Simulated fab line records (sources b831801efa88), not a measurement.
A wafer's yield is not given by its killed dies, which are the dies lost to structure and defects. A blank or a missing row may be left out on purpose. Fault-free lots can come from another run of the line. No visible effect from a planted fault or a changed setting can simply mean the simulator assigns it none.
8D (eight disciplines) problem report, filled in by code / flow sky130 / the parts of the form that need people (team, actions taken, sign-off) are left out

## 1. WHAT WENT WRONG
Mean of killedAtContacts at SKY_PAD_OPEN_PROBE_99: 78 across 6 wafers in 2 lots; on wafers with no fault it is 24 (standard deviation 4.8). That is +11 standard deviations from the usual mean.
First observed at day 47 09:05: wafer L193.3, on prober-01. At this step, 12 wafers from 4 lots have a number in the record. Rule for "out", or "out of limits": more than 4 standard deviations from the usual mean. The other wafers with a number count as sound.

## 2. WHAT IT IS, WHAT IT ISN'T
question=which readings at this step | is=killedAtContacts, killedDies | is not=killedAtFrontEnd, killedAtOther, killedShort
question=which lots | is=L193, L195 | is not=L188, L203
question=which wafers of those lots | is=all that have a number | is not=-
question=read on which tools | is=prober-01 | is not=prober-02
question=when | is=from day 47 09:05 | is not=up to then (3 sound wafers); but 3 sound wafers of L203 came after

## 3. WHAT RULES OUT EACH SUSPECT
Counting: a tool at any process step up to the reading remains a suspect when it ran all the lots that are out and ran no sound lot after the first of those.
- wetBench-04 at SKY_LOCAL_INTERCONNECT_CLEAN_18 (cleans in O3/DIW): kept. It ran every lot that is out, first L193 (day 32 14:26), and no sound lot after that; its last sound lot up to then is L188 (day 30 23:13).
- prober-01 at SKY_PAD_OPEN_PROBE_99: kept. It ran every lot that is out, first L193 (day 47 09:05), and no sound lot after that. On those wafers its own readings are out: killedAtContacts, killedDies.
After counting, wetBench-04 at SKY_LOCAL_INTERCONNECT_CLEAN_18 and prober-01 at SKY_PAD_OPEN_PROBE_99 remain.

## 4. THE CAUSE (what the simulator had put in)
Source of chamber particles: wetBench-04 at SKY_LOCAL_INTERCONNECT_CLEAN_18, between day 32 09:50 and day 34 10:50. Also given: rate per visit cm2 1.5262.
Counting left 2 suspects, and this tool is among them.

## 5. SEQUENCE OF EFFECTS, ordered by route
Each row: a reading where the mean over the struck wafers with a number is more than 3 standard deviations away from the usual. Scope: only readings with a usual standard deviation given in the record; hours: median across lots of the time from each lot's start at the first step in this table that gives one to its start at this step; sigmas: change in usual standard deviations.
hours=0; step=SKY_PAD_OPEN_PROBE_99; reading=killedAtContacts; usual=24; on struck wafers=78; change=+54; sigmas=+11
hours=0; step=SKY_PAD_OPEN_PROBE_99; reading=killedDies; usual=87; on struck wafers=132; change=+45; sigmas=+5.4
Process steps it contains:
- SKY_PAD_OPEN_PROBE_99

## 6. WHAT WOULD HAVE CAUGHT IT SOONER
The fault began at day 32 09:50; the first out-of-limits reading in this record came at day 47 09:05, 359 hours later.
By day 47 09:05 the whole set of lots that are out, 2 in number, had already begun SKY_LOCAL_INTERCONNECT_CLEAN_18 on wetBench-04. None of them would have been spared by holding the tool at that moment.
